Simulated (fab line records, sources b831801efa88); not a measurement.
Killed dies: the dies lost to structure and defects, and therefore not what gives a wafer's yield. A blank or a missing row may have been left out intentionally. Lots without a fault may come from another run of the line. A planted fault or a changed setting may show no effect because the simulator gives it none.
fab line records | flow gf180mcu
record lots=12 | wafers=36 | last-day=33
route steps=602 shown STI@25 VT_IMPLANT@98 DUAL_GATE@154 HV_LDD@225
lots untouched by any fault: they come from a run of this same line in which no faults occurred
start-h: start of the lot's first displayed wafer, in hours after the record's first day | wait-h: hours since the lot's step before | " repeats the value in the row above | L1.1+2: one row covering several wafers at once | - value missing, or start not given | * or withheld: withheld | < > ~ a bound
route shown NAME@n: NAME is a module with steps in the file, n the number in the route of the first one | usual: mean and standard deviation over wafers with no fault | same: alike in all rows | chamber/n: place in a boat | sites: readings site by site | _std_site: standard deviation of those values | _edge_site: outer sites' mean less inner sites' | radius-mm: how far each site lies from the wafer's centre | mask NAME#n: copy n | behind: tool/chamber where the wafer was last shaped | hold: why the lot went on hold/how many hours it stayed there/how the hold came to an end | device: the transistor (n, p or np) that didn't switch | end of line: the same wafers' tests at the end of the route | where a step has no rows: the recipe by itself | killed: the dies lost at the first sort to structure and to defects; this is not the yield of the wafer | map: dies across one wafer; x = killed, . = not, _ = none there
set.NAME: the setting that was run; set.NAME@STEP: the one run at that earlier step | model.NAME: the simulator's own value behind a step, which no gauge read
steps of the route over a sample of lots; a table a step, a row a wafer
services: from which hour (start-h, from the record's first day; less than 0 if before it) a tool's chamber was out of use, for how many hours, and why
## steps
# step GF_STI_THK_MEAS_24
# recipe reads=SiO2_of_STI_CVD_23
# usual STI_CVD_23_THK=651/8.6
lot.wafer | tool          | chamber | start-h | wait-h | STI_CVD_23_THK[nm]
L255.1    | film-metro-01 | -       | 33.34   | 0.0    | 660
L255.3    | "             | -       | "       | "      | 650
L255.6    | "             | -       | "       | "      | 653
L256.1    | film-metro-02 | -       | 38.43   | 0.1    | 652
L256.3    | "             | -       | "       | "      | 650
L256.5    | "             | -       | "       | "      | 646
L257.4    | film-metro-04 | -       | 42.85   | 0.1    | 647
L257.5    | "             | -       | "       | "      | 640
L257.6    | "             | -       | "       | "      | 652
L259.1    | film-metro-01 | -       | 54.19   | 0.0    | 665
L259.4    | "             | -       | "       | "      | 653
L259.6    | "             | -       | "       | "      | 657
L261.2    | film-metro-04 | -       | 64.86   | 0.0    | 653
L261.3    | "             | -       | "       | "      | 665
L261.5    | "             | -       | "       | "      | 643
L262.3    | film-metro-04 | -       | 70.98   | 0.1    | 659
L262.4    | "             | -       | "       | "      | 666
L262.6    | "             | -       | "       | "      | 659
L265.1    | film-metro-04 | -       | 83.99   | 0.1    | 643
L265.4    | "             | -       | "       | "      | 636
L265.6    | "             | -       | "       | "      | 644
L266.3    | film-metro-04 | -       | 89.48   | 0.1    | 642
L266.4    | "             | -       | "       | "      | 656
L266.5    | "             | -       | "       | "      | 656
L271.1    | film-metro-04 | -       | 114.82  | 0.0    | 662
L271.4    | "             | -       | "       | "      | 652
L271.5    | "             | -       | "       | "      | 650
L272.2    | film-metro-02 | -       | 120.78  | 0.1    | 645
L272.3    | "             | -       | "       | "      | 641
L272.4    | "             | -       | "       | "      | 638
L273.3    | film-metro-01 | -       | 124.83  | 0.1    | 648
L273.4    | "             | -       | "       | "      | 641
L273.5    | "             | -       | "       | "      | 658
L274.1    | film-metro-02 | -       | 130.58  | 0.1    | 649
L274.2    | "             | -       | "       | "      | 646
L274.4    | "             | -       | "       | "      | 647
# step GF_VT_IMPLANT_IMPLANT_08
# recipe species=BF2 | energy-kev=20.16 | dose-cm2=8.29e+12 | tilt-deg=7
# usual dose-ions-cm2=8.291e+12/1e+10 | faraday-current-uA=46.8/0.83
lot.wafer | tool         | chamber | start-h | wait-h | dose-ions-cm2 | faraday-current-uA
L255.1    | implanter-04 | 0       | 119.96  | 0.0    | 8.271e+12     | 46.3
L255.3    | "            | 0       | "       | "      | 8.291e+12     | 46.7
L255.6    | "            | 0       | "       | "      | 8.29e+12      | 45.7
L256.1    | implanter-03 | 0       | 123.01  | 0.0    | 8.288e+12     | 45.5
L256.3    | "            | 0       | "       | "      | 8.287e+12     | 46.4
L256.5    | "            | 0       | "       | "      | 8.285e+12     | 47.6
L257.4    | implanter-03 | 0       | 127.97  | 0.1    | 8.299e+12     | 46.6
L257.5    | "            | 0       | "       | "      | 8.291e+12     | 47.3
L257.6    | "            | 0       | "       | "      | 8.303e+12     | 46.7
L259.1    | implanter-01 | 0       | 142.29  | 0.0    | 8.287e+12     | 46.5
L259.4    | "            | 0       | "       | "      | 8.284e+12     | 47.5
L259.6    | "            | 0       | "       | "      | 8.294e+12     | 46.7
L261.2    | implanter-03 | 0       | 154.62  | 0.0    | 8.316e+12     | 46.6
L261.3    | "            | 0       | "       | "      | 8.295e+12     | 46.4
L261.5    | "            | 0       | "       | "      | 8.301e+12     | 48.2
L262.3    | implanter-03 | 0       | 160.76  | 0.1    | 8.275e+12     | 47.9
L262.4    | "            | 0       | "       | "      | 8.294e+12     | 45.9
L262.6    | "            | 0       | "       | "      | 8.287e+12     | 46.6
L265.1    | implanter-03 | 0       | 178.56  | 0.0    | 8.294e+12     | 46.1
L265.4    | "            | 0       | "       | "      | 8.303e+12     | 47.6
L265.6    | "            | 0       | "       | "      | 8.294e+12     | 48.7
L266.3    | implanter-01 | 0       | 186.36  | 0.1    | 8.288e+12     | 46.0
L266.4    | "            | 0       | "       | "      | 8.276e+12     | 47.3
L266.5    | "            | 0       | "       | "      | 8.268e+12     | 46.4
L271.1    | implanter-03 | 0       | 216.66  | 0.0    | 5.547e+12     | 31.6
L271.4    | "            | 0       | "       | "      | 5.565e+12     | 30.6
L271.5    | "            | 0       | "       | "      | 5.545e+12     | 32.3
L272.2    | implanter-04 | 0       | 220.83  | 0.0    | 8.303e+12     | 46.8
L272.3    | "            | 0       | "       | "      | 8.304e+12     | 46.6
L272.4    | "            | 0       | "       | "      | 8.294e+12     | 46.3
L273.3    | implanter-03 | 0       | 227.31  | 0.1    | 5.553e+12     | 31.1
L273.4    | "            | 0       | "       | "      | 5.542e+12     | 30.7
L273.5    | "            | 0       | "       | "      | 5.538e+12     | 31.5
L274.1    | implanter-04 | 0       | 233.09  | 0.0    | 8.282e+12     | 45.5
L274.2    | "            | 0       | "       | "      | 8.277e+12     | 45.8
L274.4    | "            | 0       | "       | "      | 8.264e+12     | 46.3
# step GF_VT_IMPLANT_TW_MEAS_10
# usual VT_IMPLANT_TW=565/9
lot.wafer | tool          | chamber | start-h | wait-h | VT_IMPLANT_TW
L255.1    | film-metro-03 | -       | 120.21  | 0.1    | 575
L255.3    | "             | -       | "       | "      | 573
L255.6    | "             | -       | "       | "      | 572
L256.1    | film-metro-03 | -       | 123.26  | 0.1    | 576
L256.3    | "             | -       | "       | "      | 569
L256.5    | "             | -       | "       | "      | 572
L257.4    | film-metro-04 | -       | 128.18  | 0.1    | 558
L257.5    | "             | -       | "       | "      | 556
L257.6    | "             | -       | "       | "      | 554
L259.1    | film-metro-03 | -       | 142.54  | 0.1    | 573
L259.4    | "             | -       | "       | "      | 573
L259.6    | "             | -       | "       | "      | 574
L261.2    | film-metro-02 | -       | 154.85  | 0.1    | 569
L261.3    | "             | -       | "       | "      | 568
L261.5    | "             | -       | "       | "      | 567
L262.3    | film-metro-03 | -       | 160.98  | 0.1    | 569
L262.4    | "             | -       | "       | "      | 564
L262.6    | "             | -       | "       | "      | 568
L265.1    | film-metro-04 | -       | 178.81  | 0.1    | 553
L265.4    | "             | -       | "       | "      | 552
L265.6    | "             | -       | "       | "      | 554
L266.3    | film-metro-04 | -       | 186.58  | 0.1    | 551
L266.4    | "             | -       | "       | "      | 554
L266.5    | "             | -       | "       | "      | 552
L271.1    | film-metro-03 | -       | 216.91  | 0.1    | 505
L271.4    | "             | -       | "       | "      | 504
L271.5    | "             | -       | "       | "      | 509
L272.2    | film-metro-03 | -       | 221.07  | 0.1    | 573
L272.3    | "             | -       | "       | "      | 571
L272.4    | "             | -       | "       | "      | 570
L273.3    | film-metro-02 | -       | 227.53  | 0.1    | 505
L273.4    | "             | -       | "       | "      | 504
L273.5    | "             | -       | "       | "      | 506
L274.1    | film-metro-03 | -       | 233.34  | 0.1    | 575
L274.2    | "             | -       | "       | "      | 575
L274.4    | "             | -       | "       | "      | 574
# step GF_DUAL_GATE_STRIP_13
# recipe chemistry=O2/N2 | power-w=1400 | pressure-mtorr=1500 | platen-temp-c=250 | o2-flow-sccm=3000 | n2-flow-sccm=300 | overash-fraction=0.5
# usual drypump-motor-current-A=5.9/0.31 | heater-power-w=297/15 | oes-product-au=0.717/0.0046 | strip-time-to-endpoint-s=12.810/0.026
lot.wafer | tool            | chamber | start-h | wait-h | drypump-motor-current-A | heater-power-w | oes-product-au | rf-hours-counter-h | strip-time-to-endpoint-s
L255.1    | plasma-asher-03 | 0       | 185.44  | 0.0    | 5.9                     | 295            | 0.724          | 55                 | 12.793
L255.3    | "               | 1       | "       | "      | 5.5                     | 314            | 0.714          | -                  | 12.786
L255.6    | "               | 0       | "       | "      | 5.9                     | 295            | 0.718          | -                  | 12.801
L256.1    | plasma-asher-01 | 0       | 190.01  | 0.0    | 6.1                     | 309            | 0.719          | 55                 | 12.784
L256.3    | "               | 1       | "       | "      | 6.2                     | 281            | 0.708          | -                  | 12.805
L256.5    | "               | 0       | "       | "      | 6.1                     | 319            | 0.720          | -                  | 12.825
L257.4    | plasma-asher-01 | 0       | 196.60  | 0.0    | 6.1                     | 313            | 0.712          | -                  | 12.785
L257.5    | "               | 1       | "       | "      | 6.2                     | 275            | 0.714          | -                  | 12.806
L257.6    | "               | 0       | "       | "      | 6.1                     | 315            | 0.702          | -                  | 12.825
L259.1    | plasma-asher-01 | 0       | 211.72  | 0.0    | 6.1                     | 315            | 0.715          | 57                 | 12.812
L259.4    | "               | 1       | "       | "      | 6.2                     | 273            | 0.717          | -                  | 12.796
L259.6    | "               | 0       | "       | "      | 6.1                     | 309            | 0.710          | -                  | 12.808
L261.2    | plasma-asher-01 | 1       | 229.24  | 0.0    | 6.2                     | 273            | 0.720          | 59                 | 12.788
L261.3    | "               | 1       | "       | "      | 6.2                     | 281            | 0.712          | -                  | 12.845
L261.5    | "               | 0       | "       | "      | 6.1                     | 309            | 0.713          | -                  | 12.812
L262.3    | plasma-asher-03 | 0       | 234.16  | 0.0    | 5.9                     | 301            | 0.725          | -                  | 12.763
L262.4    | "               | 1       | "       | "      | 5.5                     | 325            | 0.720          | -                  | 12.799
L262.6    | "               | 0       | "       | "      | 5.9                     | 310            | 0.721          | -                  | 12.807
L265.1    | plasma-asher-03 | 1       | 251.37  | 0.0    | 5.5                     | 320            | 0.722          | 62                 | 12.810
L265.4    | "               | 1       | "       | "      | 5.5                     | 319            | 0.712          | -                  | 12.783
L265.6    | "               | 1       | "       | "      | 5.5                     | 320            | 0.727          | -                  | 12.784
L266.3    | plasma-asher-03 | 0       | 262.53  | 0.0    | 5.9                     | 294            | 0.722          | -                  | 12.806
L266.4    | "               | 1       | "       | "      | 5.5                     | 304            | 0.716          | -                  | 12.813
L266.5    | "               | 0       | "       | "      | 5.9                     | 297            | 0.709          | -                  | 12.797
L271.1    | plasma-asher-03 | 1       | 294.79  | 0.0    | 5.5                     | 318            | 0.716          | 67                 | 12.783
L271.4    | "               | 0       | "       | "      | 5.9                     | 289            | 0.716          | -                  | 12.773
L271.5    | "               | 0       | "       | "      | 5.9                     | 300            | 0.710          | -                  | 12.797
L272.2    | plasma-asher-03 | 1       | 298.84  | 0.0    | 5.5                     | 309            | 0.719          | 68                 | 12.783
L272.3    | "               | 0       | "       | "      | 5.9                     | 290            | 0.717          | -                  | 12.801
L272.4    | "               | 1       | "       | "      | 5.5                     | 310            | 0.717          | -                  | 12.812
L273.3    | plasma-asher-02 | 0       | 305.45  | 0.0    | 5.3                     | 289            | 0.719          | -                  | 12.811
L273.4    | "               | 1       | "       | "      | 6.0                     | 292            | 0.720          | -                  | 12.772
L273.5    | "               | 0       | "       | "      | 5.3                     | 285            | 0.721          | -                  | 12.770
L274.1    | plasma-asher-02 | 0       | 314.44  | 0.0    | 5.3                     | 285            | 0.714          | 18                 | 12.832
L274.2    | "               | 1       | "       | "      | 6.1                     | 289            | 0.726          | 18                 | 12.838
L274.4    | "               | 0       | "       | "      | 5.4                     | 288            | 0.709          | -                  | 12.791
# step GF_HV_LDD_STRIP_49
# recipe chemistry=O2/N2 | power-w=1400 | pressure-mtorr=1500 | platen-temp-c=250 | o2-flow-sccm=3000 | n2-flow-sccm=300 | overash-fraction=0.5
# usual drypump-motor-current-A=5.6/0.38 | heater-power-w=302/14 | oes-product-au=0.716/0.0041 | strip-time-to-endpoint-s=12.63/0.044
lot.wafer | tool            | chamber | start-h | wait-h | drypump-motor-current-A | heater-power-w | oes-product-au | rf-hours-counter-h | strip-time-to-endpoint-s
L255.1    | plasma-asher-02 | 0       | 283.73  | 0.1    | 5.3                     | 283            | 0.710          | 15                 | 12.62
L255.3    | "               | 0       | "       | "      | 5.3                     | 292            | 0.716          | -                  | 12.59
L255.6    | "               | 0       | "       | "      | 5.3                     | 278            | 0.719          | -                  | 12.60
L256.1    | plasma-asher-03 | 0       | 287.83  | 0.1    | 5.9                     | 298            | 0.712          | 66                 | 12.62
L256.3    | "               | 1       | "       | "      | 5.5                     | 318            | 0.714          | -                  | 12.64
L256.5    | "               | 0       | "       | "      | 5.9                     | 303            | 0.712          | -                  | 12.64
L257.4    | plasma-asher-04 | 1       | 294.16  | 0.1    | 5.7                     | 299            | 0.719          | -                  | 12.67
L257.5    | "               | 1       | "       | "      | 5.7                     | 297            | 0.720          | -                  | 12.65
L257.6    | "               | 0       | "       | "      | 4.9                     | 322            | 0.718          | -                  | 12.67
L259.1    | plasma-asher-04 | 1       | 315.48  | 0.1    | 5.7                     | 297            | 0.721          | 56                 | 12.69
L259.4    | "               | 1       | "       | "      | 5.7                     | 299            | 0.715          | -                  | 12.69
L259.6    | "               | 0       | "       | "      | 4.9                     | 317            | 0.715          | -                  | 12.70
L261.2    | plasma-asher-04 | 1       | 333.98  | 0.1    | 5.7                     | 300            | 0.721          | 58                 | 12.57
L261.3    | "               | 0       | "       | "      | 4.9                     | 319            | 0.706          | -                  | 12.60
L261.5    | "               | 1       | "       | "      | 5.7                     | 297            | 0.723          | -                  | 12.59
L262.3    | plasma-asher-03 | 0       | 338.96  | 0.1    | 5.9                     | 294            | 0.718          | -                  | 12.59
L262.4    | "               | 1       | "       | "      | 5.5                     | 320            | 0.710          | -                  | 12.60
L262.6    | "               | 1       | "       | "      | 5.5                     | 320            | 0.716          | -                  | 12.58
L265.1    | plasma-asher-04 | 0       | 360.37  | 0.1    | 4.9                     | 327            | 0.719          | 61                 | 12.69
L265.4    | "               | 1       | "       | "      | 5.8                     | 294            | 0.713          | -                  | 12.69
L265.6    | "               | 1       | "       | "      | 5.7                     | 293            | 0.717          | -                  | 12.71
L266.3    | plasma-asher-04 | 0       | 369.66  | 0.1    | 4.9                     | 324            | 0.715          | -                  | 12.60
L266.4    | "               | 1       | "       | "      | 5.7                     | 297            | 0.717          | -                  | 12.54
L266.5    | "               | 1       | "       | "      | 5.7                     | 295            | 0.715          | -                  | 12.60
L271.1    | plasma-asher-03 | 1       | 413.34  | 0.1    | 5.5                     | 315            | 0.715          | 80                 | 12.62
L271.4    | "               | 0       | "       | "      | 5.9                     | 299            | 0.716          | -                  | 12.60
L271.5    | "               | 1       | "       | "      | 5.5                     | 317            | 0.711          | -                  | 12.65
L272.2    | plasma-asher-02 | 0       | 416.97  | 0.1    | 5.3                     | 290            | 0.718          | 27                 | 12.62
L272.3    | "               | 0       | "       | "      | 5.3                     | 281            | 0.719          | -                  | 12.62
L272.4    | "               | 1       | "       | "      | 6.1                     | 288            | 0.705          | -                  | 12.65
L273.3    | plasma-asher-04 | 1       | 424.06  | 0.1    | 5.7                     | 290            | 0.721          | -                  | 12.64
L273.4    | "               | 0       | "       | "      | 4.9                     | 314            | 0.715          | -                  | 12.59
L273.5    | "               | 0       | "       | "      | 5.0                     | 327            | 0.720          | -                  | 12.64
L274.1    | plasma-asher-04 | 1       | 434.03  | 0.1    | 5.8                     | 292            | 0.721          | 69                 | 12.65
L274.2    | "               | 0       | "       | "      | 4.9                     | 322            | 0.718          | 69                 | 12.66
L274.4    | "               | 0       | "       | "      | 4.9                     | 325            | 0.717          | -                  | 12.64
## services
tool            | chamber | start-h | hours | kind
plasma-asher-02 | -       | 108.75  | 9.0   | pm
plasma-asher-02 | 0       | 108.75  | 9.0   | vent-cycle
plasma-asher-02 | 1       | 108.75  | 9.0   | vent-cycle
plasma-asher-02 | 0       | 117.75  | -     | clean
plasma-asher-02 | 1       | 117.75  | -     | clean
implanter-01    | -       | 121.44  | 5.0   | pm
implanter-03    | -       | 128.54  | 6.8   | pm
implanter-01    | -       | 150.26  | 2.9   | repair
implanter-04    | -       | 162.76  | 25.3  | pm
implanter-04    | -       | 208.79  | 3.3   | repair
implanter-01    | -       | 216.04  | 3.6   | repair
implanter-01    | -       | 221.51  | 3.7   | pm
plasma-asher-02 | -       | 247.42  | 14.6  | pm
implanter-01    | -       | 258.13  | 3.1   | repair
implanter-03    | -       | 263.70  | 6.1   | repair
implanter-03    | -       | 291.54  | 5.4   | repair
plasma-asher-02 | -       | 302.00  | 1.4   | repair
implanter-04    | -       | 320.66  | 3.1   | repair
implanter-03    | -       | 334.36  | 35.8  | repair
implanter-04    | -       | 354.71  | 5.4   | pm
plasma-asher-01 | -       | 421.25  | 9.0   | pm
plasma-asher-01 | 0       | 421.25  | 9.0   | vent-cycle
plasma-asher-01 | 1       | 421.25  | 9.0   | vent-cycle
plasma-asher-01 | 0       | 430.25  | -     | clean
## key
first-sign step=GF_VT_IMPLANT_IMPLANT_08 | reading=dose-ions-cm2 | direction=down | sigmas=99+ | usual=8.291e+12 | struck=5.548e+12
effect step=GF_VT_IMPLANT_IMPLANT_08 | reading=faraday-current-uA | direction=down | sigmas=19 | usual=46.8 | struck=31.3
effect step=GF_VT_IMPLANT_TW_MEAS_10 | reading=VT_IMPLANT_TW | direction=down | sigmas=6.6 | usual=565 | struck=506
met-at GF_VT_IMPLANT_IMPLANT_08
struck-lots L271,L273
tester-left-out L271,L273
not-acting-at GF_STI_THK_MEAS_24,GF_DUAL_GATE_STRIP_13,GF_HV_LDD_STRIP_49
onset-between 178.56 216.66
fault kind=process-parameter-drift | tool=implanter-03 | chamber=- | onset-h=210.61 | steps=GF_VT_IMPLANT_IMPLANT_08 | channel=dose-cm2 | offset=-2.7317e+12 | shape=step | end-h=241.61 | acts-in=these-recipes-only | stated=8.29e+12
# tester-left-out: of these lots the tester's yield and bins aren't shown, on N5 and GAA mostly nor the transistor test; their killed dies are dies lost to structure and defects alone, not to doping, threshold or leakage, so they don't give the yield
